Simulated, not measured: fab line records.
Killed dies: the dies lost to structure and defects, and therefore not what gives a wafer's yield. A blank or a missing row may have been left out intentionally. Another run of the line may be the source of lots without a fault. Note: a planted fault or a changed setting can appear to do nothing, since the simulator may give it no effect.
Code-filled problem report in 8D (eight disciplines) form -- flow sky130 -- the parts of the form that need people (team, actions taken, sign-off) are left out

## 1. THE ISSUE
At SKY_PAD_OPEN_PROBE_99, killed_at_M4_up averages 27.0 over 4 wafers from 2 lots, while fault-free wafers read 3.2, standard deviation 2. Measured from the usual mean, that is +12 standard deviations.
The first sign was on wafer L628.3 at day 47 13:46, on prober-02. The record holds 36 wafers of 12 lots with a number at this step. Rule for "out", or "out of limits": more than 4 standard deviations from the usual mean. Any other wafer with a number is counted as sound.

## 2. WHAT IT IS, AND WHAT IT ISN'T
question,is,is not
which readings at this step,killed_at_M4_up,"killed_at_contacts, killed_at_front_end, killed_at_other, killed_short, sort_bin_6_memory"
which lots,"L628, L629","L623, L624, L625, L638, L639, L640, L641, L642, L643, L645"
which wafers of those lots,"L628.3, L628.5, L629.2, L629.5","L628.6, L629.1"
read on which tools,"prober-01, prober-02",-
when,from day 47 13:46,"up to then (9 sound wafers); but 23 sound wafers of L628, L629, L638, L639, L640, L641, L642, L643, L645 came after"

## 3. THE SUSPECTS, EACH WITH WHAT RULES IT OUT
Counting: if a tool at a process step up to the reading ran every lot that is out, it stays a suspect. Sound lots after the first of them don't rule it out here, since some wafers of a struck lot are sound.
- rie_metal-02 at SKY_METAL4_METAL_ETCH_18 (etches the open film in Cl2/BCl3, stops on SiO2, target depth 845 nm, time 183.1 s): kept. It processed each lot that is out (first: L628, day 43 17:17); up to then, its last sound lot is L624 (day 42 10:07).
- At SKY_METAL4_METAL_ETCH_18 on rie_metal-02, chamber 1 took the sound wafers of the same lots and chamber 0 took the wafers that are out.
The count leaves rie_metal-02 at SKY_METAL4_METAL_ETCH_18.

## 4. THE CAUSE (what the simulator had put in)
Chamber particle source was rie_metal-02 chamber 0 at SKY_METAL4_METAL_ETCH_18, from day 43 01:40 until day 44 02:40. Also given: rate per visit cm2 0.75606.
This tool alone remained once counting was done.

## 5. THE CHAIN OF EFFECTS, in route order
Each row: a reading whose mean over the struck wafers that have a number lies more than 3 standard deviations from the usual. Scope: only readings with a usual standard deviation given in the record; hours: median across lots of the time from each lot's start at the first step in this table that gives one to its start at this step; sigmas: change in usual standard deviations.
hours,step,reading,usual,on struck wafers,change,sigmas
0,SKY_PAD_OPEN_PROBE_99,killed_at_M4_up,3.2,27.0,+23.8,+12
The process steps in it:
- SKY_PAD_OPEN_PROBE_99

## 6. WHAT WOULD HAVE CAUGHT IT SOONER
The fault began at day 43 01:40; the first out-of-limits reading in this record came at day 47 13:46, 108 hours later.
Tool readings at SKY_METAL4_METAL_ETCH_18 with a usual standard deviation given in the record: none out on any struck wafer, hence no alarm at a limit of 4 standard deviations on them.
By day 47 13:46, every lot that is out (2) had started SKY_METAL4_METAL_ETCH_18 on rie_metal-02. None of them would have been spared by holding the tool at that moment.
